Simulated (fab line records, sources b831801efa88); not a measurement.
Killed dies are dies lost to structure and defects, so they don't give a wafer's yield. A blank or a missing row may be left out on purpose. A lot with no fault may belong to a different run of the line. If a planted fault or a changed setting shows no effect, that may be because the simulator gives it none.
fab line records | flow sky130 | part 2 of 2: steps 31 to 44 of 44
record lots=5 | wafers=15 | lastDay=48
route steps=708 shown FIELD_ISO@18 NWELL@32 DNWELL@35 PWDE@45
lots that met no fault: from a run of the same line without faults
startH: start of the lot's first displayed wafer, in hours after the record's first day | waitH: hours since the lot's step before | " unchanged from the row above | L1.1+2: a single row standing in for several wafers | - either no value or no given start | * or withheld: withheld | < > ~ a bound
route shown NAME@n: names a module that has steps shown in the file, with the first one's number in the route | usual: mean/standard deviation of fault-free wafers | same: alike in all rows | chamber/n: place in a boat | sites: the reading at each site | _std_site: standard deviation of those values | _edge_site: inner sites' mean taken away from outer sites' mean | radiusMm: how far each site lies from the wafer's centre | mask NAME#n: copy n | behind: the most recent tool/chamber to have shaped the wafer | hold: why the lot was held/for how many hours/how that ended | device: whichever transistor did not switch (one of n, p or np) | end of line: tests run on the same wafers once the route is complete | for a step that has no rows: nothing shown but its recipe | killed: dies lost to structure and defects at the first sort, not the wafer's yield | map: a wafer's dies, marking killed ones x, the rest . and places with no die _
set.NAME: the setting the step ran with; set.NAME@STEP: the setting that earlier step ran with | model.NAME: the simulator's own value behind a step, which no gauge read
lots seen at some steps along the route; tables by step, rows by wafer
services: a tool's chamber out of use, with start hour (startH, from the record's first day; less than 0 if before it), hours out, and reason
## steps
# step SKY_PWDE_SOFTBAKE_03
# recipe tempC=110 | timeS=withheld
lot.wafer  | tool          | chamber | startH | waitH
L079.1+3+6 | lithoTrack-02 | 0       | 90.85  | 0.1
L078.2+5+6 | lithoTrack-04 | 0       | 91.10  | 0.1
L081.2+4+5 | lithoTrack-04 | 0       | 106.20 | 0.1
L089.2+3+6 | lithoTrack-04 | 0       | 139.90 | 0.1
L088.3+4+6 | lithoTrack-01 | 0       | 140.15 | 0.1
# step SKY_PWDE_EXPOSE_04
# recipe maskId=PWDEM | na=0.6 | sourceShape=conventional | sigmaOuter=0.6 | polarization=unpolarized | targetCdNm=840 | doseMj=214
lot.wafer  | tool            | chamber | startH | waitH | mask
L079.1+3+6 | ilineStepper-02 | 0       | -      | -     | PWDEM#0
L078.2+5+6 | ilineStepper-01 | 0       | -      | -     | PWDEM#0
L081.2+4+5 | ilineStepper-02 | 0       | -      | -     | PWDEM#0
L089.2+3+6 | ilineStepper-02 | 0       | -      | -     | PWDEM#0
L088.3+4+6 | ilineStepper-01 | 0       | -      | -     | PWDEM#0
# step SKY_PWDE_PEB_05
# recipe tempC=115 | timeS=withheld
lot.wafer  | tool          | chamber | startH | waitH
L079.1+3+6 | lithoTrack-04 | 0       | -      | -
L078.2+5+6 | lithoTrack-02 | 0       | -      | -
L081.2+4+5 | lithoTrack-04 | 0       | -      | -
L089.2+3+6 | lithoTrack-02 | 0       | -      | -
L088.3+4+6 | lithoTrack-04 | 0       | -      | -
# step SKY_PWDE_DEVELOP_06
# recipe wallAngleDeg=90 | developer=TMAH | developTimeS=60 | devTempC=23
lot.wafer  | tool          | chamber | startH | waitH
L079.1+3+6 | lithoTrack-04 | 0       | -      | -
L078.2+5+6 | lithoTrack-02 | 0       | -      | -
L081.2+4+5 | lithoTrack-04 | 0       | -      | -
L089.2+3+6 | lithoTrack-02 | 0       | -      | -
L088.3+4+6 | lithoTrack-04 | 0       | -      | -
# step SKY_PWDE_OVL_MEAS_07
# usual PWDE_OVL=0.2/1.4
lot.wafer | tool       | chamber | startH | waitH | PWDE_OVL[nm]
L079.1    | overlay-02 | -       | 98.67  | -     | 2.4
L079.3    | "          | -       | "      | "     | 2.6
L079.6    | "          | -       | "      | "     | 1.7
L078.2    | overlay-01 | -       | 98.71  | -     | -0.3
L078.5    | "          | -       | "      | "     | 0.6
L078.6    | "          | -       | "      | "     | 0.8
L081.2    | overlay-01 | -       | 115.22 | -     | 1.8
L081.4    | "          | -       | "      | "     | 3.3
L081.5    | "          | -       | "      | "     | -0.1
L089.2    | overlay-02 | -       | 150.06 | -     | 3.5
L089.3    | "          | -       | "      | "     | 2.9
L089.6    | "          | -       | "      | "     | 0.7
L088.3    | overlay-01 | -       | 150.33 | -     | 1.4
L088.4    | "          | -       | "      | "     | -1.4
L088.6    | "          | -       | "      | "     | -0.2
# step SKY_PWDE_IMPLANT_08
# recipe species=B | energyKev=150 | doseCm2=3.6e+12 | tiltDeg=withheld
# usual doseIonsCm2=3.6e+12/3.7e+09
lot.wafer | tool         | chamber | startH | waitH | doseIonsCm2
L079.1    | implanter-04 | 0       | 98.70  | 0.0   | 3.597e+12
L079.3    | "            | 0       | "      | "     | 3.602e+12
L079.6    | "            | 0       | "      | "     | 3.598e+12
L078.2    | implanter-02 | 0       | 98.76  | 0.0   | 3.6e+12
L078.5    | "            | 0       | "      | "     | 3.605e+12
L078.6    | "            | 0       | "      | "     | 3.596e+12
L081.2    | implanter-02 | 0       | 115.28 | 0.0   | 3.601e+12
L081.4    | "            | 0       | "      | "     | 3.599e+12
L081.5    | "            | 0       | "      | "     | 3.598e+12
L089.2    | implanter-04 | 0       | 150.11 | 0.0   | 3.597e+12
L089.3    | "            | 0       | "      | "     | 3.606e+12
L089.6    | "            | 0       | "      | "     | 3.6e+12
L088.3    | implanter-02 | 0       | 150.40 | 0.1   | 3.605e+12
L088.4    | "            | 0       | "      | "     | 3.596e+12
L088.6    | "            | 0       | "      | "     | 3.597e+12
# step SKY_PWDE_STRIP_09
# recipe chemistry=O2/N2 | powerW=1400 | pressureMtorr=1500 | platenTempC=withheld | o2FlowSccm=3000 | n2FlowSccm=300 | overashFraction=0.5
# usual drypumpMotorCurrentA=5.7/0.37 | o2FlowSccm=2998/8.8 | oesProductAu=0.722/0.0052 | stripTimeToEndpointS=36.92/0.092
lot.wafer | tool           | chamber | startH | waitH | drypumpMotorCurrentA | o2FlowSccm | oesProductAu | rfHoursCounterH | stripTimeToEndpointS
L079.1    | plasmaAsher-03 | 1       | 98.85  | 0.1   | 5.8                  | 3012       | 0.724        | 26              | 37.15
L079.3    | "              | 1       | "      | "     | 5.8                  | 3006       | 0.725        | -               | 37.12
L079.6    | "              | 1       | "      | "     | 5.9                  | 2998       | 0.720        | -               | 37.11
L078.2    | plasmaAsher-04 | 1       | 98.89  | 0.1   | 5.3                  | 3002       | 0.727        | 42              | 36.78
L078.5    | "              | 0       | "      | "     | 5.8                  | 3002       | 0.730        | -               | 36.78
L078.6    | "              | 1       | "      | "     | 5.3                  | 2994       | 0.717        | -               | 36.81
L081.2    | plasmaAsher-01 | 0       | 115.40 | 0.1   | 5.7                  | 3005       | 0.716        | 44              | 36.73
L081.4    | "              | 1       | "      | "     | 6.1                  | 2997       | 0.728        | -               | 36.67
L081.5    | "              | 1       | "      | "     | 6.1                  | 2986       | 0.719        | -               | 36.82
L089.2    | plasmaAsher-04 | 1       | 150.24 | 0.1   | 5.3                  | 2988       | 0.721        | 3               | 37.02
L089.3    | "              | 0       | "      | "     | 5.8                  | 2994       | 0.720        | -               | 36.82
L089.6    | "              | 0       | "      | "     | 5.8                  | 2997       | 0.722        | -               | 36.81
L088.3    | plasmaAsher-01 | 1       | 150.54 | 0.1   | 6.2                  | 3013       | 0.717        | -               | 36.88
L088.4    | "              | 0       | "      | "     | 5.7                  | 3002       | 0.718        | -               | 36.83
L088.6    | "              | 1       | "      | "     | 6.2                  | 3000       | 0.722        | -               | 36.89
# step SKY_PWDE_TW_MEAS_10
# usual PWDE_TW=372.1/1.9
lot.wafer | tool         | chamber | startH | waitH | PWDE_TW
L079.1    | filmMetro-04 | -       | 98.95  | 0.1   | 373.4
L079.3    | "            | -       | "      | "     | 371.3
L079.6    | "            | -       | "      | "     | 374.7
L078.2    | filmMetro-03 | -       | 99.00  | 0.1   | 370.7
L078.5    | "            | -       | "      | "     | 371.7
L078.6    | "            | -       | "      | "     | 371.4
L081.2    | filmMetro-01 | -       | 115.51 | 0.1   | 368.6
L081.4    | "            | -       | "      | "     | 370.4
L081.5    | "            | -       | "      | "     | 369.2
L089.2    | filmMetro-01 | -       | 150.35 | 0.1   | 369.4
L089.3    | "            | -       | "      | "     | 367.6
L089.6    | "            | -       | "      | "     | 368.1
L088.3    | filmMetro-04 | -       | 150.62 | 0.1   | 372.7
L088.4    | "            | -       | "      | "     | 373.4
L088.6    | "            | -       | "      | "     | 373.6
# step SKY_NWELL_DEHYDRATE_03
# recipe tempC=200 | timeS=60
# same timeS=60
lot.wafer  | tool          | chamber | startH | waitH
L079.1+3+6 | lithoTrack-03 | 0       | 107.31 | 8.3
L078.2+5+6 | lithoTrack-02 | 0       | 107.48 | 8.5
L081.2+4+5 | lithoTrack-02 | 0       | 124.13 | 8.6
L089.2+3+6 | lithoTrack-03 | 0       | 159.34 | 9.0
L088.3+4+6 | lithoTrack-02 | 0       | 159.60 | 9.0
# step SKY_NWELL_HMDS_04
# recipe primeTimeS=60 | primeTempC=120
lot.wafer  | tool          | chamber | startH | waitH
L079.1+3+6 | lithoTrack-03 | 0       | 107.46 | 0.1
L078.2+5+6 | lithoTrack-02 | 0       | 107.63 | 0.1
L081.2+4+5 | lithoTrack-02 | 0       | 124.28 | 0.1
L089.2+3+6 | lithoTrack-03 | 0       | 159.49 | 0.1
L088.3+4+6 | lithoTrack-02 | 0       | 159.75 | 0.1
# step SKY_NWELL_COAT_05
# recipe spinRpm=2000 | resistThkNm=3000
lot.wafer  | tool          | chamber | startH | waitH
L079.1+3+6 | lithoTrack-03 | 0       | 107.61 | 0.1
L078.2+5+6 | lithoTrack-02 | 0       | 107.78 | 0.1
L081.2+4+5 | lithoTrack-02 | 0       | 124.43 | 0.1
L089.2+3+6 | lithoTrack-03 | 0       | 159.64 | 0.1
L088.3+4+6 | lithoTrack-02 | 0       | 159.90 | 0.1
# step SKY_NWELL_SOFTBAKE_06
# recipe tempC=110 | timeS=withheld
lot.wafer  | tool          | chamber | startH | waitH
L079.1+3+6 | lithoTrack-03 | 0       | 107.76 | 0.1
L078.2+5+6 | lithoTrack-02 | 0       | 107.94 | 0.1
L081.2+4+5 | lithoTrack-02 | 0       | 124.59 | 0.1
L089.2+3+6 | lithoTrack-03 | 0       | 159.79 | 0.1
L088.3+4+6 | lithoTrack-02 | 0       | 160.07 | 0.1
# step SKY_NWELL_EXPOSE_07
# recipe maskId=NWM | na=0.6 | sourceShape=conventional | sigmaOuter=0.6 | polarization=unpolarized | targetCdNm=840 | doseMj=255
lot.wafer  | tool            | chamber | startH | waitH | mask
L079.1+3+6 | ilineStepper-01 | 0       | -      | -     | NWM#0
L078.2+5+6 | ilineStepper-02 | 0       | -      | -     | NWM#0
L081.2+4+5 | ilineStepper-01 | 0       | -      | -     | NWM#0
L089.2+3+6 | ilineStepper-01 | 0       | -      | -     | NWM#0
L088.3+4+6 | ilineStepper-02 | 0       | -      | -     | NWM#0
# step SKY_NWELL_PEB_08
# recipe tempC=115 | timeS=withheld
lot.wafer  | tool          | chamber | startH | waitH
L079.1+3+6 | lithoTrack-02 | 0       | -      | -
L078.2+5+6 | lithoTrack-03 | 0       | -      | -
L081.2+4+5 | lithoTrack-02 | 0       | -      | -
L089.2+3+6 | lithoTrack-03 | 0       | -      | -
L088.3+4+6 | lithoTrack-02 | 0       | -      | -
## services
tool            | chamber | startH | hours | kind
implanter-02    | -       | 32.50  | 4.2   | pm
rieSi-02        | 2       | 47.59  | 3.0   | repair
plasmaAsher-03  | -       | 47.68  | 17.7  | repair
furnace-02      | -       | 50.09  | 25.8  | pm
implanter-04    | -       | 50.41  | 5.1   | repair
cmp-01          | -       | 57.06  | 20.0  | pm
hdpcvd-02       | -       | 63.27  | 1.5   | repair
hdpcvd-02       | -       | 66.75  | 15.0  | pm
plasmaAsher-01  | -       | 70.77  | 2.0   | repair
furnace-01      | -       | 76.32  | 3.3   | pm
cmp-01          | -       | 77.05  | 4.0   | pm
cmp-02          | -       | 81.05  | 7.1   | pm
furnace-01      | -       | 82.68  | 3.9   | pm
cmp-01          | -       | 83.76  | 1.2   | repair
cmp-01          | -       | 88.87  | 1.3   | repair
cmp-02          | -       | 99.99  | 2.1   | repair
plasmaAsher-04  | -       | 108.75 | 9.0   | pm
furnace-02      | -       | 111.66 | 3.1   | pm
cmp-01          | -       | 131.79 | 1.5   | repair
hdpcvd-02       | 0       | 146.04 | 8.6   | repair
hdpcvd-01       | -       | 154.51 | 0.6   | repair
ilineStepper-01 | -       | 165.84 | 1.7   | pm
cmp-02          | -       | 168.07 | 1.0   | repair
furnace-02      | -       | 168.66 | 3.6   | pm
